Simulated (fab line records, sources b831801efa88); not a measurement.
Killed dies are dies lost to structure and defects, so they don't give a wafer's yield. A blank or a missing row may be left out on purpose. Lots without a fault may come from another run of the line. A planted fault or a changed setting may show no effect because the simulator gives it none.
fab line records | flow gf180mcu
record lots=5 wafers=15 last_day=33
route steps=602 shown V5@555
lots that met no fault: from a run of the same line without faults
start_h: hours from the record's first day to the start of the lot's first wafer shown | wait_h: hours since the lot's step before | " the same as in the row above | L1.1+2: a row that stands for several wafers | - no value, or no start given | * or withheld: withheld | < > ~ a bound
route shown NAME@n: a module of which the file shows steps, and the number in the route of the first | usual: mean/standard deviation of fault-free wafers | same: alike in all rows | chamber/n: place in a boat | sites: the reading at each site | _std_site: their standard deviation | _edge_site: outer sites' mean less inner sites' | radius_mm: how far each site lies from the wafer's centre | mask NAME#n: copy n | behind: the tool/chamber that last shaped the wafer | hold: why the lot was held/for how many hours/how that ended | device: the transistor (n, p or np) that didn't switch | end of line: the same wafers' tests at the end of the route | a step without rows: its recipe alone | killed: dies lost to structure and defects at the first sort, not the wafer's yield | map: a wafer's dies, x killed, . not, _ none there
set.NAME: the setting as run; set.NAME@STEP: as run at that earlier step | model.NAME: the simulator's own value behind a step, which no gauge read
lots at some steps of the route; a table a step, a row a wafer
services: from which hour (start_h, from the record's first day; less than 0 if before it) a tool's chamber was out of use, for how many hours, and why
## steps
# step GF_V5_OVL_MEAS_15
# usual V5_OVL=-2/4.4
# columns lot.wafer tool chamber start_h wait_h V5_OVL[nm]
L075.2 overlay-01 - 637.27 0.1 -3
L075.3 " - " " 0
L075.4 " - " " 4
L085.2 overlay-02 - 712.46 0.1 -4
L085.3 " - " " -5
L085.6 " - " " -8
L090.4 overlay-02 - 741.83 0.1 -12
L090.5 " - " " -9
L090.6 " - " " -6
L091.2 overlay-01 - 748.08 0.1 -4
L091.3 " - " " -2
L091.4 " - " " -4
L094.2 overlay-01 - 765.05 0.1 -4
L094.3 " - " " -9
L094.5 " - " " -13
# step GF_V5_ETCH_16
# recipe chemistry=N2/H2 target_depth_a=withheld overetch_a=withheld time_s=withheld target=BARC ion_energy_ev=200 source_w=500 bias_w=100 pressure_mtorr=30 n2_flow_sccm=100 h2_flow_sccm=200
# usual drypump_motor_current_A=5.70/0.27 n2_flow_sccm=100.03/0.28 oes_product_au=0.854/0.0049 throttle_valve_pct=13.224/0.0095
# columns lot.wafer tool chamber start_h wait_h drypump_motor_current_A n2_flow_sccm oes_product_au throttle_valve_pct
L075.2 rie_diel-04 3 637.30 0.0 5.70 100.17 0.860 13.213
L075.3 " 0 " " 5.67 99.72 0.858 13.224
L075.4 " 1 " " 5.05 100.04 0.860 13.225
L085.2 rie_diel-03 2 712.49 0.0 5.24 100.03 0.852 13.227
L085.3 " 1 " " 5.94 100.36 0.853 13.212
L085.6 " 1 " " 5.94 100.21 0.856 13.234
L090.4 rie_diel-03 2 741.84 0.0 5.25 100.19 0.856 13.218
L090.5 " 3 " " 5.78 99.70 0.853 13.233
L090.6 " 0 " " 5.76 99.61 0.858 13.231
L091.2 rie_diel-01 0 748.11 0.0 5.75 99.65 0.857 13.220
L091.3 " 3 " " 5.71 99.54 0.852 13.222
L091.4 " 1 " " 6.10 99.95 0.845 13.219
L094.2 rie_diel-04 1 765.08 0.0 5.04 100.33 0.864 13.234
L094.3 " 3 " " 5.70 100.03 0.858 13.215
L094.5 " 2 " " 5.67 100.06 0.848 13.226
# step GF_V5_ETCH_17
# recipe chemistry=C4F8/O2/Ar mask_material=KrF target=SiO2 stop_on=TiN source_w=1500 bias_w=1200 pressure_mtorr=40 c4f8_flow_sccm=withheld O2_flow_sccm=6 Ar_flow_sccm=300 time_s=withheld target_depth_a=8550
# usual oes_product_au=0.860/0.0046
# columns lot.wafer tool chamber start_h wait_h oes_product_au
L075.2 rie_diel-04 3 - - 0.856
L075.3 " 0 " " 0.853
L075.4 " 1 " " 0.861
L085.2 rie_diel-03 2 - - 0.872
L085.3 " 1 " " 0.864
L085.6 " 1 " " 0.867
L090.4 rie_diel-03 2 - - 0.863
L090.5 " 3 " " 0.857
L090.6 " 0 " " 0.858
L091.2 rie_diel-01 0 - - 0.859
L091.3 " 3 " " 0.867
L091.4 " 1 " " 0.858
L094.2 rie_diel-04 1 - - 0.862
L094.3 " 3 " " 0.859
L094.5 " 2 " " 0.861
# step GF_V5_STRIP_18
# recipe chemistry=O2/N2 power_w=1400 pressure_mtorr=1500 platen_temp_c=250 o2_flow_sccm=3000 n2_flow_sccm=300 overash_fraction=0.5
# usual drypump_motor_current_A=5.8/0.39 heater_power_w=321/35 n2_flow_sccm=299.8/1 oes_product_au=0.569/0.0053
# columns lot.wafer tool chamber start_h wait_h drypump_motor_current_A heater_power_w n2_flow_sccm oes_product_au rf_hours_counter_h
L075.2 plasma_asher-04 0 637.45 - 5.9 330 299.7 0.573 55
L075.3 " 1 " " 5.4 266 300.3 0.576 -
L075.4 " 0 " " 5.8 324 300.8 0.576 -
L085.2 plasma_asher-01 1 712.65 - 6.4 286 300.1 0.574 107
L085.3 " 0 " " 5.8 332 301.0 0.562 -
L085.6 " 1 " " 6.4 284 301.0 0.571 -
L090.4 plasma_asher-02 0 742.03 - 5.9 361 299.8 0.571 -
L090.5 " 1 " " 5.3 360 299.5 0.572 -
L090.6 " 0 " " 6.0 364 298.8 0.571 -
L091.2 plasma_asher-01 0 748.26 - 5.7 317 301.4 0.571 1
L091.3 " 0 " " 5.8 318 300.9 0.571 -
L091.4 " 1 " " 6.4 294 300.5 0.556 -
L094.2 plasma_asher-04 1 765.23 - 5.4 259 298.1 0.571 68
L094.3 " 0 " " 5.9 328 299.5 0.563 -
L094.5 " 1 " " 5.4 268 298.6 0.579 -
# step GF_V5_STRIP_19
# recipe chemistry=post_etch_residue_remover time_s=1200 temp_c=72.5
# columns lot.wafer tool chamber start_h wait_h
L075.2+3+4 wet_bench-03 3 637.55 0.1
L085.2+3+6 wet_bench-04 1 712.75 0.1
L090.4+5+6 wet_bench-03 3 742.10 0.0
L091.2+3+4 wet_bench-01 2 748.36 0.1
L094.2+3+5 wet_bench-01 0 765.33 0.1
# step GF_V5_CLEAN_20
# recipe chemistry=DIW dry=n2_spin
# columns lot.wafer tool chamber start_h wait_h
L075.2+3+4 wet_bench-04 1 637.89 0.0
L085.2+3+6 wet_bench-03 2 713.09 0.0
L090.4+5+6 wet_bench-01 2 742.44 0.0
L091.2+3+4 wet_bench-01 2 748.70 0.0
L094.2+3+5 wet_bench-04 1 765.70 0.0
# step GF_V5_SPUTTER_21
# recipe material=Ti target_thk_nm=15 chamber_pressure_pa=5 power_w=2500 substrate_temp_c=200 time_s=80.02
# usual throttle_valve_pct=30.0/0.73
# columns lot.wafer tool chamber start_h wait_h throttle_valve_pct
L075.2 pvd_sputter-03 - 638.07 0.0 30.3
L075.3 " - " " 29.2
L075.4 " - " " 29.4
L085.2 pvd_sputter-04 - 713.18 0.0 30.9
L085.3 " - " " 28.7
L085.6 " - " " 28.9
L090.4 pvd_sputter-01 - 742.54 0.0 30.4
L090.5 " - " " 29.9
L090.6 " - " " 29.2
L091.2 pvd_sputter-01 - 748.80 0.0 30.1
L091.3 " - " " 29.7
L091.4 " - " " 29.9
L094.2 pvd_sputter-01 - 765.80 0.0 29.9
L094.3 " - " " 30.4
L094.5 " - " " 29.8
# step GF_V5_SPUTTER_22
# recipe material=TiN target_thk_nm=10 chamber_pressure_pa=5 power_w=4000 time_s=40
# usual throttle_valve_pct=30.0/0.71
# columns lot.wafer tool chamber start_h wait_h throttle_valve_pct
L075.2 pvd_sputter-03 - 638.13 0.0 30.5
L075.3 " - " " 29.4
L075.4 " - " " 29.7
L085.2 pvd_sputter-04 - 713.24 0.0 30.9
L085.3 " - " " 28.9
L085.6 " - " " 28.9
L090.4 pvd_sputter-01 - 742.60 0.0 30.2
L090.5 " - " " 29.8
L090.6 " - " " 29.1
L091.2 pvd_sputter-01 - 748.86 0.0 30.3
L091.3 " - " " 29.8
L091.4 " - " " 30.0
L094.2 pvd_sputter-01 - 765.86 0.0 29.6
L094.3 " - " " 30.3
L094.5 " - " " 29.7
# step GF_V5_CVD_23
# recipe material=W target_thk_nm=350 time_s=104.9 temp_c=400 pressure_torr=40
# usual heater_power_w=821/21
# columns lot.wafer tool chamber start_h wait_h heater_power_w
L075.2 cvd_w-01 1 638.17 0.0 835
L075.3 " 0 " " 813
L075.4 " 1 " " 854
L085.2 cvd_w-02 0 713.28 0.0 807
L085.3 " 0 " " 796
L085.6 " 0 " " 804
L090.4 cvd_w-02 1 742.68 0.1 809
L090.5 " 1 " " 805
L090.6 " 0 " " 785
L091.2 cvd_w-01 0 748.90 0.0 840
L091.3 " 1 " " 843
L091.4 " 0 " " 816
L094.2 cvd_w-01 0 765.90 0.0 827
L094.3 " 0 " " 828
L094.5 " 0 " " 860
## services
# columns tool chamber start_h hours kind
pvd_sputter-04 - 614.11 9.4 repair
rie_diel-04 3 639.72 - clean
rie_diel-04 3 639.72 19.0 scheduled_down
rie_diel-04 3 639.72 19.0 vent_cycle
pvd_sputter-03 - 643.75 4.7 repair
cvd_w-02 1 664.88 3.1 repair
rie_diel-03 1 666.95 8.0 repair
rie_diel-03 - 667.80 4.3 pm
rie_diel-04 - 669.45 2.8 pm
plasma_asher-01 - 683.20 22.2 pm
rie_diel-04 0 693.49 22.0 repair
rie_diel-01 1 704.10 2.9 repair
plasma_asher-04 - 706.32 1.9 repair
rie_diel-03 2 727.10 6.5 repair
pvd_sputter-04 - 727.56 0.9 repair
rie_diel-04 1 728.18 3.6 repair
plasma_asher-01 - 733.75 9.0 pm
plasma_asher-02 - 739.30 0.4 repair
pvd_sputter-01 3 746.38 - consumable_replace:kit
pvd_sputter-01 3 746.38 18.0 scheduled_down
pvd_sputter-01 3 746.38 18.0 vent_cycle
rie_diel-01 1 751.69 1.7 repair
rie_diel-01 3 752.37 5.6 repair
wet_bench-04 - 760.03 4.4 pm
## key
fault none
